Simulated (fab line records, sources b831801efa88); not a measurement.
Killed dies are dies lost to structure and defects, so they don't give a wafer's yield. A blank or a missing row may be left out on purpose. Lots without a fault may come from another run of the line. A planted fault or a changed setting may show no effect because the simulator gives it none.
Chamber matching | flow sky130 | SKY_VIA4_ETCH_12 on rie_diel-03: 4 sister chambers
The step etches SiO2 in C4F8/O2/Ar, stops on TiN, target depth 580 nm. 4 wafers are shown with their chamber, then 9 later ones without.

WAFERS WITH THEIR CHAMBER
wafer  | chamber | oes_product_au (a.u.)
L280.3 | 3       | 0.934
L280.6 | 0       | 0.921
L282.3 | 1       | 0.932
L282.6 | 2       | 0.927

WAFERS WITHOUT THEIR CHAMBER
wafer  | oes_product_au (a.u.)
L283.1 | 0.935
L283.2 | 0.918
L283.3 | 0.930
L285.1 | 0.925
L285.3 | 0.923
L285.5 | 0.930
L291.1 | 0.924
L291.4 | 0.934
L291.5 | 0.926

WHICH CHAMBER EACH WENT THROUGH
wafer  | from the rows above          | in truth
L283.1 | can't be placed: 3 or 1      | 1
L283.2 | 0                            | 0
L283.3 | can't be placed: 1 or 2 or 3 | 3
L285.1 | can't be placed: 2 or 0      | 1
L285.3 | can't be placed: 0 or 2      | 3
L285.5 | can't be placed: 1 or 2 or 3 | 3
L291.1 | can't be placed: 0 or 2      | 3
L291.4 | can't be placed: 3 or 1      | 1
L291.5 | 2                            | 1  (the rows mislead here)
Placed correctly: 1 of 9. Can't be placed from these rows: 7 (the true chamber is among the candidates in 4). Placed wrongly: 1.
How it was worked out, from the rows above alone: a wafer's distance from a chamber is the root of the sum, over the readings, of the square of ((its reading less the chamber's mean) divided by the reading's scatter). The wafer belongs to the nearest chamber; if the next one is less than 2 further off, it can't be placed. A chamber's mean is the mean of its shown wafers. The scatter: with one shown wafer a chamber, the root of the mean of the squares of how far each hidden wafer lies from its nearest shown one.
